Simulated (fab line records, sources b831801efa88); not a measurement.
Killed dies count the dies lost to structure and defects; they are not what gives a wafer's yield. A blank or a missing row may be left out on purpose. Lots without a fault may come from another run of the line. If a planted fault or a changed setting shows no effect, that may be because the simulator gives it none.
fab line records + flow sky130
[record]
- lots = 4
- wafers = 12
- last-day = 49
route steps=708 shown VIA1@475 METAL2@483 VIA2@507 PAD_OPEN@708
lots that met no fault: taken from a fault-free run of the same line
start-h: start of the lot's first displayed wafer, in hours after the record's first day + wait-h: hours from the lot's prior step to this one + " repeats the value in the row above + L1.1+2: a single row standing in for several wafers + - value missing, or start not given + * or withheld: withheld + < > ~ a bound
route shown NAME@n: names a module that has steps shown in the file, with the first one's number in the route + usual: the fault-free wafers' mean and standard deviation + same: alike in all rows + chamber/n: place in a boat + sites: per-site readings + _std_site: standard deviation across them + _edge_site: inner sites' mean taken away from outer sites' mean + radius-mm: how far each site lies from the wafer's centre + mask NAME#n: copy n + behind: tool/chamber where the wafer was last shaped + hold: cause of the lot's hold/its duration in hours/its outcome + device: the transistor (n, p or np) that didn't switch + end of line: at the end of the route, the tests of the same wafers + a step without rows: its recipe alone + killed: dies lost to structure and defects at the first sort, not the wafer's yield + map: the dies of a wafer, with x for killed, . for not killed, _ for no die there
set.NAME: the run value of the setting; set.NAME@STEP: its run value at that earlier step + model.NAME: the simulator's own value behind a step, which no gauge read
lots at selected steps of the route; one table per step, one row per wafer
[[steps]]
[step SKY_VIA1_STRIP_17]
[recipe]
- chemistry = post-etch-residue-remover
- time-s = 1200
- temp-c = 72.5
[step SKY_VIA1_CLEAN_18]
[recipe]
- chemistry = IPA
- time-s = 180
- temp-c = 25
[step SKY_VIA1_CLEAN_19]
[recipe]
- chemistry = O3/DIW
- dry = n2-spin
[step SKY_VIA1_SPUTTER_20]
[recipe]
- material = TiN
- target-thk-nm = 20
- chamber-pressure-pa = 5
- power-w = 4000
- time-s = 80
[step SKY_VIA1_CVD_21]
[recipe]
- material = W
- target-thk-nm = 270
- time-s = 80.902
- temp-c = 400
- pressure-torr = 40
[step SKY_VIA1_CMP_24]
[recipe]
- stop-on = SiO2
- t-overpolish-s = 15
- down-force-psi = 3.5
- platen-rpm = 60
- target-thk-nm = 0
- pad-velocity-m-s = 0.94248
[step SKY_METAL2_SPUTTER_00]
[recipe]
- material = Ti
- target-thk-nm = 15
- power-w = 3000
- time-s = 10
- chamber-pressure-pa = 0.4
[step SKY_METAL2_SPUTTER_01]
[recipe]
- material = TiN
- target-thk-nm = 20
- power-w = 6500
- time-s = 16.7
- chamber-pressure-pa = 0.4
[step SKY_METAL2_SPUTTER_02]
[recipe]
- material = AlCu
- target-thk-nm = 250
- power-w = 10600
- time-s = 13.3
- chamber-pressure-pa = 0.4
[step SKY_METAL2_SPUTTER_03]
[recipe]
- material = Ti
- target-thk-nm = 5
- power-w = 3000
- time-s = 3.3
- chamber-pressure-pa = 0.4
[step SKY_METAL2_SPUTTER_04]
[recipe]
- material = TiN
- target-thk-nm = 70
- power-w = 6500
- time-s = 58.3
- chamber-pressure-pa = 0.4
[usual]
- cathode-dc-power-W = 6500.0/1.2
- throttle-valve-pct = 29.4/1.3
| lot.wafer | tool           | chamber | start-h | wait-h | cathode-dc-power-W | throttle-valve-pct |
|-----------|----------------|---------|---------|--------|--------------------|--------------------|
| L802.3    | pvd-sputter-04 | -       | 879.33  | 0.0    | 6502.6             | 28.6               |
| L802.4    | "              | -       | "       | "      | 6498.8             | 29.8               |
| L802.6    | "              | -       | "       | "      | 6499.7             | 28.9               |
| L805.2    | pvd-sputter-04 | -       | 902.83  | 0.0    | 6499.4             | 29.8               |
| L805.3    | "              | -       | "       | "      | 6500.3             | 30.9               |
| L805.6    | "              | -       | "       | "      | 6498.5             | 29.1               |
| L806.2    | pvd-sputter-02 | -       | 914.62  | 0.0    | 6500.0             | 30.1               |
| L806.3    | "              | -       | "       | "      | 6500.0             | 28.5               |
| L806.5    | "              | -       | "       | "      | 6500.1             | 31.3               |
| L807.2    | pvd-sputter-04 | -       | 917.48  | 0.0    | 6499.9             | 28.6               |
| L807.4    | "              | -       | "       | "      | 6499.1             | 29.5               |
| L807.5    | "              | -       | "       | "      | 6500.2             | 28.7               |
[step SKY_METAL2_DEHYDRATE_07]
[recipe]
- temp-c = 200
- time-s = 60
[step SKY_METAL2_HMDS_08]
[recipe]
- prime-time-s = 60
- prime-temp-c = 120
[step SKY_METAL2_COAT_09]
[recipe]
- resist = BARC
- temp-c = withheld
- time-s = withheld
- spin-rpm = 3000
- resist-thk-nm = 60
[step SKY_METAL2_COAT_10]
[recipe]
- resist = KrF-thick
- spin-rpm = 3000
- resist-thk-nm = 450
[step SKY_METAL2_SOFTBAKE_11]
[recipe]
- temp-c = 100
- time-s = 90
- resist = KrF-thick
[step SKY_METAL2_EXPOSE_12]
[recipe]
- mask-id = MM2
- na = 0.8
- source-shape = annular
- sigma-inner = 0.55
- sigma-outer = 0.85
- target-cd-nm = 140
- dose-mj = 28
[step SKY_METAL2_PEB_13]
[recipe]
- peb-temp-c = withheld
- peb-time-s = withheld
- resist = KrF-thick
[step SKY_METAL2_DEVELOP_14]
[recipe]
- develop-time-s = 60
- resist = KrF-thick
- dev-temp-c = 21
[step SKY_METAL2_DESCUM_17]
[recipe]
- chemistry = O2
- source-power-w = 150
- bias-power-w = 0
- pressure-mtorr = 10
- temp-c = 40
- time-s = 8
[step SKY_METAL2_ETCH_18]
[recipe]
- chemistry = N2/H2
- target = BARC
- ion-energy-ev = 200
- bias-w = 100
- pressure-mtorr = 30
- n2-flow-sccm = 100
- h2-flow-sccm = 200
- icp-w = 500
- stop-on = SiO2
- time-s = 45.9
- target-depth-a = 600
[step SKY_METAL2_METAL_ETCH_19]
[recipe]
- target-depth-a = 3600
- stop-on = SiO2
- over-etch-frac = 0.3
- time-s = 78
- chemistry = Cl2/BCl3
- resist-sidewall-deg = 88
- pressure-mtorr = 10
- icp-w = 900
- bias-w = 48.5
- Cl2_flow_sccm = 60
- bcl3-flow-sccm = 30
[step SKY_METAL2_STRIP_20]
[recipe]
- chemistry = O2/N2
- power-w = 1400
- pressure-mtorr = 1500
- platen-temp-c = withheld
- o2-flow-sccm = 3000
- n2-flow-sccm = 300
- overash-fraction = 0.5
[step SKY_METAL2_STRIP_21]
[recipe]
- chemistry = post-etch-residue-remover
- time-s = 1200
- temp-c = 72.5
[step SKY_METAL2_CLEAN_22]
[recipe]
- chemistry = IPA
- time-s = 180
- temp-c = 25
[step SKY_METAL2_CLEAN_23]
[recipe]
- chemistry = O3/DIW
- dry = n2-spin
[step SKY_VIA2_HDPCVD_00]
[recipe]
- material = SiO2
- target-thk-nm = 1180
- sigma-open-frac = 0.3
- time-s = 196.7
- temp-c = 400
- sih4-flow-sccm = 60
- pressure-mtorr = 6
[step SKY_VIA2_CMP_02]
[recipe]
- material = SiO2
- down-force-psi = 4
- platen-rpm = 60
- pad-velocity-m-s = 0.94248
[step SKY_VIA2_DEHYDRATE_04]
[recipe]
- temp-c = 200
- time-s = 60
[step SKY_VIA2_HMDS_05]
[recipe]
- prime-time-s = 60
- prime-temp-c = 120
[step SKY_VIA2_COAT_06]
[recipe]
- resist = BARC
- temp-c = withheld
- time-s = withheld
- spin-rpm = 3000
- resist-thk-nm = 60
[step SKY_VIA2_COAT_07]
[recipe]
- resist = KrF-thick
- spin-rpm = 3000
- resist-thk-nm = 450
[step SKY_VIA2_SOFTBAKE_08]
[recipe]
- temp-c = 100
- time-s = 90
- resist = KrF-thick
[step SKY_VIA2_EXPOSE_09]
[recipe]
- mask-id = VIM2
- na = 0.8
- source-shape = annular
- sigma-inner = 0.55
- sigma-outer = 0.85
- target-cd-nm = 200
- dose-mj = 38
[step SKY_PAD_OPEN_PROBE_99]
[usual]
- defect-limited-yield = 82.7/2.1
- killed_at_M0_to_M3 = 43/7.2
- killed_at_M4_up = 3.0/1.7
- killed-at-contacts = 24/5.3
- killed-at-front-end = 15/4.6
- killed-at-other = 0.3/0.5
- killed-dies = 85/10
- killed-open = 46/7.2
- killed-short = 39/6.4
- sort_bin_3_pad_short = 0.9/0.42
- sort_bin_5_function = 10.2/1.6
- sort_bin_6_memory = 6.2/1
- sort-n-pass = 407/10
- sort-yield-pct = 82.7/2.1
[same]
- gross-dies = 492
- killed-at-back-side = 0
- sort_bin_4_leakage[%] = 0
- sort_bin_8_speed[%] = 0
| lot.wafer | tool      | chamber | start-h | wait-h | defect-limited-yield[%] | killed_at_M0_to_M3 | killed_at_M4_up | killed-at-contacts | killed-at-front-end | killed-at-other | killed-dies | killed-open | killed-short | sort_bin_3_pad_short[%] | sort_bin_5_function[%] | sort_bin_6_memory[%] | sort-n-pass | sort-yield-pct[%] | model.etest.tester.sort-n-pass | model.etest.tester.sort-yield-pct | model.etest.tester.sort_bin_5_pct | model.etest.tester.sort_bin_3_pct |
|-----------|-----------|---------|---------|--------|-------------------------|--------------------|-----------------|--------------------|---------------------|-----------------|-------------|-------------|--------------|-------------------------|------------------------|----------------------|-------------|-------------------|--------------------------------|-----------------------------------|-----------------------------------|-----------------------------------|
| L802.3    | prober-01 | -       | 1140.59 | 0.2    | 87.0                    | 29                 | 3               | 18                 | 14                  | 0               | 64          | 31          | 33           | 1.2                     | 7.3                    | 4.5                  | 428         | 87.0              | 428                            | 86.99                             | 7.317                             | 1.22                              |
| L802.4    | prober-01 | -       | 1140.64 | 0.2    | 88.0                    | 36                 | 0               | 11                 | 12                  | 0               | 59          | 34          | 25           | 0.4                     | 7.9                    | 3.7                  | 433         | 88.0              | 433                            | 88.01                             | 7.927                             | 0.4065                            |
| L802.6    | prober-01 | -       | 1140.74 | 0.2    | 85.6                    | 29                 | 2               | 20                 | 19                  | 1               | 71          | 42          | 29           | 0.4                     | 7.9                    | 6.1                  | 421         | 85.6              | 421                            | 85.57                             | 7.927                             | 0.4065                            |
| L805.2    | prober-02 | -       | 1157.29 | 0.1    | 81.7                    | 44                 | 3               | 22                 | 21                  | 0               | 90          | 46          | 44           | 0.4                     | 10.6                   | 7.3                  | 402         | 81.7              | 402                            | 81.71                             | 10.57                             | 0.4065                            |
| L805.3    | prober-02 | -       | 1157.34 | 0.2    | 81.9                    | 45                 | 2               | 24                 | 18                  | 0               | 89          | 37          | 52           | 1.2                     | 10.0                   | 6.9                  | 403         | 81.9              | 403                            | 81.91                             | 9.959                             | 1.22                              |
| L805.6    | prober-02 | -       | 1157.49 | 0.2    | 71.5                    | 100                | 2               | 24                 | 13                  | 1               | 140         | 47          | 37           | 4.5                     | 17.1                   | 6.9                  | 352         | 71.5              | 352                            | 71.54                             | 17.07                             | 4.472                             |
| L806.2    | prober-01 | -       | 1167.68 | 0.1    | 87.8                    | 39                 | 2               | 9                  | 10                  | 0               | 60          | 40          | 20           | 0.6                     | 7.1                    | 4.5                  | 432         | 87.8              | 432                            | 87.8                              | 7.114                             | 0.6098                            |
| L806.3    | prober-01 | -       | 1167.73 | 0.2    | 82.7                    | 38                 | 3               | 22                 | 21                  | 1               | 85          | 45          | 40           | 1.0                     | 9.3                    | 6.9                  | 407         | 82.7              | 407                            | 82.72                             | 9.35                              | 1.016                             |
| L806.5    | prober-01 | -       | 1167.83 | 0.2    | 83.9                    | 40                 | 1               | 19                 | 18                  | 1               | 79          | 47          | 32           | 0.8                     | 10.0                   | 5.3                  | 413         | 83.9              | 413                            | 83.94                             | 9.959                             | 0.813                             |
| L807.2    | prober-02 | -       | 1169.63 | 0.1    | 73.0                    | 94                 | 3               | 21                 | 15                  | 0               | 133         | 39          | 41           | 3.9                     | 16.5                   | 6.7                  | 359         | 73.0              | 359                            | 72.97                             | 16.46                             | 3.862                             |
| L807.4    | prober-02 | -       | 1169.73 | 0.2    | 83.3                    | 49                 | 2               | 23                 | 8                   | 0               | 82          | 52          | 30           | 1.2                     | 7.7                    | 7.7                  | 410         | 83.3              | 410                            | 83.33                             | 7.724                             | 1.22                              |
| L807.5    | prober-02 | -       | 1169.78 | 0.2    | 71.7                    | 104                | 2               | 22                 | 10                  | 1               | 139         | 48          | 35           | 3.5                     | 17.7                   | 7.1                  | 353         | 71.7              | 353                            | 71.75                             | 17.68                             | 3.455                             |
// killed by level:class
L802.3 VIA2:geometric-particle:open=6 LI_CONTACT:geometric-particle:open=6 FIELD_ISO:geometric-particle:short=5 METAL2:geometric-particle:short=5 CONTACT:geometric-particle:open=4 CONTACT:geometric-particle:short=4 FIELD_ISO:geometric-particle:open=3 METAL3:geometric-particle:open=3
L802.4 VIA2:geometric-particle:open=9 CONTACT:geometric-particle:open=7 VIA1:geometric-particle:open=6 FIELD_ISO:geometric-particle:short=4 METAL2:geometric-particle:short=4 VIA3:geometric-particle:open=4 FIELD_ISO:geometric-particle:open=3 POLY_GATE:geometric-particle:short=3
L802.6 CONTACT:geometric-particle:open=11 VIA1:geometric-particle:open=10 FIELD_ISO:geometric-particle:short=5 POLY_GATE:geometric-particle:open=5 LI_CONTACT:geometric-particle:open=5 METAL1:geometric-particle:short=5 POLY_GATE:geometric-particle:short=4 VIA3:geometric-particle:open=4
L805.2 LI_CONTACT:geometric-particle:open=10 VIA1:geometric-particle:open=9 METAL1:geometric-particle:short=8 FIELD_ISO:geometric-particle:short=7 FIELD_ISO:geometric-particle:open=5 VIA2:geometric-particle:open=5 LOCAL_INTERCONNECT:geometric-particle:short=5 VIA2:geometric-particle:short=5
L805.3 METAL2:geometric-particle:short=12 CONTACT:geometric-particle:open=11 VIA3:geometric-particle:open=7 VIA3:geometric-particle:short=6 METAL1:geometric-particle:short=5 FIELD_ISO:geometric-particle:open=4 FIELD_ISO:geometric-particle:short=4 LI_CONTACT:geometric-particle:open=4
L805.6 METAL2:unspecified=56 CONTACT:geometric-particle:open=11 VIA1:geometric-particle:open=9 METAL2:geometric-particle:short=9 LI_CONTACT:geometric-particle:open=6 METAL3:geometric-particle:short=5 VIA2:geometric-particle:open=5 VIA3:geometric-particle:short=4
L806.2 VIA1:geometric-particle:open=14 VIA2:geometric-particle:open=7 VIA1:geometric-particle:short=7 FIELD_ISO:geometric-particle:open=4 VIA3:geometric-particle:open=4 LI_CONTACT:geometric-particle:open=3 SPACER:geometric-particle:open=2 CONTACT:geometric-particle:open=2
L806.3 LI_CONTACT:geometric-particle:open=9 VIA1:geometric-particle:open=8 METAL1:geometric-particle:short=7 FIELD_ISO:geometric-particle:open=6 FIELD_ISO:geometric-particle:short=6 LOCAL_INTERCONNECT:geometric-particle:short=5 CONTACT:geometric-particle:open=5 METAL2:geometric-particle:short=5
L806.5 VIA1:geometric-particle:open=8 FIELD_ISO:geometric-particle:open=7 VIA3:geometric-particle:open=7 VIA2:geometric-particle:open=6 LI_CONTACT:geometric-particle:open=5 VIA1:geometric-particle:short=5 CONTACT:geometric-particle:open=4 METAL1:geometric-particle:short=4
L807.2 METAL2:unspecified=53 VIA1:geometric-particle:open=10 CONTACT:geometric-particle:open=8 METAL1:geometric-particle:short=7 METAL2:geometric-particle:short=6 VIA2:geometric-particle:open=6 LOCAL_INTERCONNECT:geometric-particle:short=5 FIELD_ISO:geometric-particle:short=4
L807.4 VIA1:geometric-particle:open=15 VIA2:geometric-particle:open=9 LI_CONTACT:geometric-particle:open=8 CONTACT:geometric-particle:open=7 CONTACT:geometric-particle:short=5 VIA1:geometric-particle:short=5 METAL2:geometric-particle:short=5 POLY_GATE:geometric-particle:short=3
L807.5 METAL2:unspecified=56 VIA1:geometric-particle:open=10 VIA3:geometric-particle:open=10 LI_CONTACT:geometric-particle:open=8 CONTACT:geometric-particle:open=8 VIA1:geometric-particle:short=8 METAL1:geometric-particle:short=4 METAL2:geometric-particle:short=4
// map L805.6 (x killed, . not)
__________x...x....._________
________.............x_______
______......x.x.....x..._____
_____x..............x..x.____
____......x...........x...___
___.....x..................__
__.x....x.......x......xx..._
_x.........x...x...x...xx....
_..x....xx...................
_x........x..xx.........xx.x.
_..x............x...xxx.xx...
_.....x...x.....x.xxxxx......
_x...........x.xxxxxxxx......
_x.........x..xxxxxxxxxxx..xx
_xx.....x.....xxxxxxxxxx.xx.x
__x..x.....x..xxxxxxxxx..x.._
___..........x..xxxxxxx.xx.__
____...x...xx.x.x.xxx...xx___
_____x.......x.....x.....____
______x.....x.xxx.xx...._____
________x..x...x...xx._______
__________x....x.x.._________
// map L807.5 (x killed, . not)
__________...xx...x._________
________x............._______
______x.x..x....x......x_____
_____x......x..x...x.x...____
____x..xxxx...............___
___.x.......x....x.x.xx....__
__.....x.....x..x..x...x...._
_x......x...x................
_.............x....x......x.x
_.....x...x.......xx....x....
_.........x.x.....x.xx..x...x
_..x..........x.xx.xxxxx....x
_x....x..x.....xxxxxxxxx.....
_.....xx.x.....xxxxxxxxx.xxx.
_....x.........xxxxxxxxx.....
__......xx.xx..xxxxxxxxx.x.x_
___.....x......xx.xxxxxx...__
____..x.x.....x...xxx..x..___
_____...xx..x........x...____
______x...xx............_____
________......x......x_______
__________x.x....x.._________
[[key]]
[first-sign]
- step = SKY_PAD_OPEN_PROBE_99
- reading = killed_at_M0_to_M3
- direction = up
- sigmas = 7.9
- usual = 43
- struck = 99
[effect]
- step = SKY_PAD_OPEN_PROBE_99
- reading = sort_bin_3_pad_short
- direction = up
- sigmas = 7.2
- usual = 0.9
- struck = 3.9
[model-effect]
- step = SKY_PAD_OPEN_PROBE_99
- value = etest.tester.sort-n-pass
- without = 404.7
- struck = 354.7
met-at SKY_METAL2_SPUTTER_04
struck-wafers L805.6,L807.2,L807.5
onset-between 879.33 902.83
[fault]
- kind = chamber-particle-source
- tool = pvd-sputter-04
- chamber = -
- onset-h = 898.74
- steps = SKY_METAL2_SPUTTER_04
- rate-per-visit-cm2 = 0.95663
- end-h = 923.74
- scope = struck-wafers-only
